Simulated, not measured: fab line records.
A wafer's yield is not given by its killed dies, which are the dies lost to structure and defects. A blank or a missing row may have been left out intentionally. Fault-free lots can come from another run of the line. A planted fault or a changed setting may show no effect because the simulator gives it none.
A lot that was struck, set against a sound lot ; flow sky130 ; 16 steps out of a route of 708
Sound: the wafers L485.1, L485.2, L485.4. The struck wafers were L488.2, L488.5, L488.6. The cause comes at the end.
Each step with rows lists, per side, the tool, then ch with its chambers, then its first start. Under that, the readings that differ: sound wafers ; struck wafers ; difference of the means ; sigmas: that difference in standard deviations of wafers without a fault.
alike: a reading whose means differ by less than 2 such deviations, as well as words and numbers matching on both sides. not compared: withheld readings; readings where some wafer has no value; bounds like >300 that might hide an equal value; numbers whose values overlap and for which the record gives no deviation.
A row with sigmas, a row that says differs or no value, or rows on one side alone: a step with any of these is where the two part. When numbers do not overlap yet have no deviation, they are printed without sigmas and do not part them. Lack of a reading on every wafer of one side parts them only where that side has two or more wafers.

SKY_VIA2_BOW_MEAS_03:
  sound: film_metro-03 at day 35 13:34; struck: film_metro-03 at day 36 11:50
  alike: VIA2_BOW
then, 8 steps without rows for these wafers: SKY_VIA2_DEHYDRATE_04 (time 60 s); SKY_VIA2_HMDS_05 (prime time 60 s); SKY_VIA2_COAT_06 (resist thk 60 nm); SKY_VIA2_COAT_07 (resist thk 450 nm); SKY_VIA2_SOFTBAKE_08 (time 90 s); SKY_VIA2_EXPOSE_09 (exposes mask VIM2, target cd 200 nm); SKY_VIA2_PEB_10; SKY_VIA2_DEVELOP_11 (develop time 60 s).
SKY_VIA2_CD_MEAS_12: target cd 200 nm.
  sound: cd_sem-02 at day 36 15:14; struck: cd_sem-02 at day 37 14:14
reading;sound;struck;difference;sigmas
cd_nm (nm);197.6 197.8 196.8;201.0 202.3 201.5;+4.2;+3
SKY_VIA2_OVL_MEAS_13:
  sound: overlay-02 at day 36 15:21; struck: overlay-01 at day 37 14:21
  alike: VIA2_OVL
SKY_VIA2_ETCH_14: etches BARC in N2/H2, stops on SiO2, time 45.9 s, target depth 60 nm.
  sound on rie_diel-01 ch 0,1,2, day 36 15:23; struck on rie_diel-04 ch 0,3, day 37 14:23
  alike: drypump_motor_current_A, oes_product_au, rf_fwd_power_W, throttle_valve_pct
  not compared: rf_hours_counter_h
SKY_VIA2_ETCH_15: etches SiO2 in C4F8/O2/Ar, stops on TiN, target depth 546 nm, time 84 s.
  sound on rie_diel-01 ch 0,1,2, day 36 15:26; struck on rie_diel-04 ch 0,3, day 37 14:25
reading;sound;struck;difference;sigmas
rf_fwd_power_W (W);1483 1489 1485;1253 1257 1244;-234;-49
model.KrF-thick_of_VIA2_COAT_07.thk_nm (nm);283.7 287.5 285.9;290.6 289.9 292.8;+5.4;
  alike: oes_product_au
  not compared: rf_hours_counter_h
SKY_VIA2_STRIP_16: strips in O2/N2.
  sound on plasma_asher-02 ch 0,1, day 36 15:29; struck on plasma_asher-01 ch 0,1, day 37 14:29
reading;sound;struck;difference;sigmas
strip_time_to_endpoint_s (s);4.046 4.098 4.070;4.122 4.112 4.136;+0.052;+3
  alike: drypump_motor_current_A, oes_product_au
  not compared: rf_hours_counter_h
then, 2 steps without rows for these wafers: SKY_VIA2_STRIP_17 (strips in post etch residue remover, time 1200 s); SKY_PAD_OPEN_PROBE_99.

## WHERE THEY PART
First at SKY_VIA2_CD_MEAS_12; last, within this record, at SKY_VIA2_STRIP_16.

WHY: the cause the simulator had injected
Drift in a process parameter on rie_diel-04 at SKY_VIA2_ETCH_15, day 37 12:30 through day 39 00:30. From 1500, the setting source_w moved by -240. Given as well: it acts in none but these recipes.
